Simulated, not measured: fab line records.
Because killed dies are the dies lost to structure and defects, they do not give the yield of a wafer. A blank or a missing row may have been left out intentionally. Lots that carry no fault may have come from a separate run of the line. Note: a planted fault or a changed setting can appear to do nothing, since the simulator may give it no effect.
A lot that was struck, set against a sound lot    flow gf180mcu    16 out of 602 route steps
Sound: the wafers L857.1, L857.3, L857.6. Struck: wafers L868.2, L868.4 (left out: L868.5, a lot-mate that was not struck); the cause follows at the end.
Per side, at each step with rows, come the tool, then ch with its chambers, and then its first start. Under that, the readings that differ: sound wafers    struck wafers    difference of the means    sigmas: that difference in standard deviations of wafers without a fault.
alike: readings with means less than 2 such deviations apart, plus words and numbers identical on both sides. not compared: withheld readings, readings lacking a value on some wafer, bounds such as >300 that could conceal the same value, and numbers that have no deviation in the record and whose values overlap.
A row with sigmas, a row that says differs or no value, or rows on one side alone: a step with any of these is where the two part. Numbers that have no deviation but don't overlap get no sigmas and don't part them. Lack of a reading on every wafer of one side parts them only where that side has two or more wafers.

first, 1 step without rows for these wafers: GF_STI_DEVELOP_11 (develop time 60 s).
GF_STI_CD_MEAS_12: target cd 220 nm.
  sound: cd sem-01 at day 2 22:04; struck: cd sem-01 at day 5 06:52
  alike: cd nm
GF_STI_ETCH_13: etches the open film in CHF3/O2, stops on Si, target depth 282.31 nm, time 112.9 s.
  sound on rie diel-03 ch 0,3, day 2 22:11; struck on rie diel-04 ch 0,1, day 5 06:58
  alike: drypump motor current A, oes product au, throttle valve pct
  not compared: rf hours counter h
GF_STI_ETCH_14: etches Si in HBr/Cl2/O2, target depth 360 nm, time 102.9 s.
  sound on rie si-01 ch 0,2, day 2 22:16; struck on rie si-02 ch 0,3, day 5 07:03
  alike: drypump motor current A, oes product au, throttle valve pct
  not compared: rf hours counter h
GF_STI_STRIP_15: strips in O2/N2.
  sound on plasma asher-02 ch 0,1, day 2 22:20; struck on plasma asher-04 ch 1, day 5 07:07
reading                      sound        struck   difference  sigmas
drypump motor current A (A)  5.1 5.2 5.1  6.1 6.2  +1.0        +2
  alike: heater power w, oes product au, strip time to endpoint s
  not compared: rf hours counter h
then, 6 steps without rows for these wafers: GF_STI_CLEAN_16 (cleans in dHF, time 25 s); GF_STI_WET_ETCH_17 (etches Si3N4 in H3PO4, target depth 45 nm, time 514 s); GF_STI_CLEAN_18 (cleans in SC1/SC2, time 150 s); GF_STI_CLEAN_19 (cleans in dHF, time 20 s); GF_STI_WET_ETCH_20 (etches SiO2 in dHF, target depth 20 nm, time 400 s); GF_STI_OXIDATION_21 (stabilise 600 s, purge 300 s, target thk 15 nm).
GF_STI_THK_MEAS_22:
  sound: film metro-01 at day 3 00:20; struck: film metro-03 at day 5 08:43
  alike: STI_OXIDATION_01_THK
GF_STI_CVD_23: deposits SiO2, target thk 650 nm, time 108.3 s.
  sound on hdpcvd-02 ch 1,2, day 3 00:24; struck on hdpcvd-02 ch 0, day 5 08:46
reading                               sound          struck       difference  sigmas
model.SiO2_of_STI_CVD_23.thk nm (nm)  656.6 664 652  674.5 675.4  +17.4       
GF_STI_THK_MEAS_24:
  sound: film metro-04 at day 3 00:29; struck: film metro-04 at day 5 08:51
reading              sound        struck   difference  sigmas
STI_CVD_23_THK (nm)  656 664 652  674 675  +17         +2
GF_STI_CMP_25: polishes, stops on Si3N4, t overpolish 33 s, target thk 524.6 nm.
  sound on cmp-01 ch 0,2, day 3 00:32; struck on cmp-02 ch 2,3, day 5 09:00
  alike: head pressure psi, motor current A, overpolish run s, time to endpoint s
-- the record jumps here: 28 days lie between the struck wafers' starts before and after (it left off in module STI and takes up again in module PASSIVATION, whose first step shown is number 602 of the route) --
GF_PASSIVATION_PROBE_99:
  the record has rows for the struck wafers here (prober-01, day 33 06:37) and none for the sound ones

WHERE THEY PART
Last at GF_PASSIVATION_PROBE_99 as far as this record goes, first at GF_STI_STRIP_15.

WHY: the cause the simulator had injected
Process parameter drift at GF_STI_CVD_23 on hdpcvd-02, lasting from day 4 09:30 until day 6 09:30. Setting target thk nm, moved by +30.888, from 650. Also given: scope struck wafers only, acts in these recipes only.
